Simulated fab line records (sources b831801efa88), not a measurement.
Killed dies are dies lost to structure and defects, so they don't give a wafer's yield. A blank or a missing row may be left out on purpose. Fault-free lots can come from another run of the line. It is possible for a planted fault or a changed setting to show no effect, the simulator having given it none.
Chamber matching | flow gf180mcu | GF_V2_ETCH_16 on rie diel-03 has 4 sister chambers
The step etches BARC in N2/H2. 14 wafers are shown with their chamber, then 7 later ones without.

## EACH WAFER AND ITS CHAMBER
wafer  | chamber | drypump motor current A (A) | oes product au (a.u.) | throttle valve pct (%)
L402.2 | 2       | 5.9                         | 0.869                 | 13.220
L402.3 | 3       | 6.4                         | 0.854                 | 13.228
L402.5 | 1       | 6.0                         | 0.858                 | 13.224
L404.1 | 1       | 6.0                         | 0.851                 | 13.210
L404.4 | 3       | 6.5                         | 0.853                 | 13.215
L404.5 | 2       | 5.9                         | 0.855                 | 13.224
L405.2 | 3       | 6.4                         | 0.849                 | 13.225
L405.3 | 2       | 5.9                         | 0.862                 | 13.225
L405.4 | 0       | 5.8                         | 0.860                 | 13.241
L408.1 | 0       | 5.7                         | 0.857                 | 13.217
L408.2 | 1       | 6.0                         | 0.857                 | 13.219
L408.4 | 2       | 6.0                         | 0.854                 | 13.230
L410.4 | 2       | 5.9                         | 0.855                 | 13.216
L410.5 | 1       | 6.0                         | 0.852                 | 13.221

SIGNATURES (averages over the wafers above)
reading                 | chamber 0 | chamber 1 | chamber 2 | chamber 3 | scatter within a chamber
drypump motor current A | 5.750     | 6.000     | 5.920     | 6.433     | 0.0443
oes product au          | 0.85850   | 0.85450   | 0.85900   | 0.85200   | 0.00471
throttle valve pct      | 13.22900  | 13.21850  | 13.22300  | 13.22267  | 0.00776
Rule: a wafer lies at a distance from a chamber equal to the root of the sum of squares, over the readings, of (its reading less the chamber's mean, divided by the reading's scatter). The wafer belongs to the nearest chamber; if the next one is less than 2 further off, it can't be placed. The scatter: take each reading less its chamber's mean, square it, sum over the shown wafers, divide by the number of wafers less the number of chambers, and take the root.

## WAFERS WHOSE CHAMBER IS MISSING
wafer  | drypump motor current A (A) | oes product au (a.u.) | throttle valve pct (%)
L410.6 | 5.7                         | 0.852                 | 13.209
L413.1 | 6.0                         | 0.855                 | 13.228
L413.5 | 5.9                         | 0.854                 | 13.223
L413.6 | 6.0                         | 0.853                 | 13.211
L418.1 | 5.9                         | 0.858                 | 13.213
L418.4 | 6.4                         | 0.852                 | 13.227
L418.6 | 5.9                         | 0.860                 | 13.238

## WHICH CHAMBER EACH WENT THROUGH
wafer  | from the rows above          | in truth
L410.6 | 0                            | 0
L413.1 | can't be placed: 1 or 2      | 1
L413.5 | can't be placed: 2 or 1      | 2
L413.6 | can't be placed: 1 or 2      | 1
L418.1 | can't be placed: 2 or 1      | 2
L418.4 | 3                            | 3
L418.6 | can't be placed: 2 or 1 or 0 | 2
Placed correctly: 2 of 7. Cannot be placed on the basis of these rows: 5; the candidates contain the true chamber in 5. Number placed wrongly: 0.
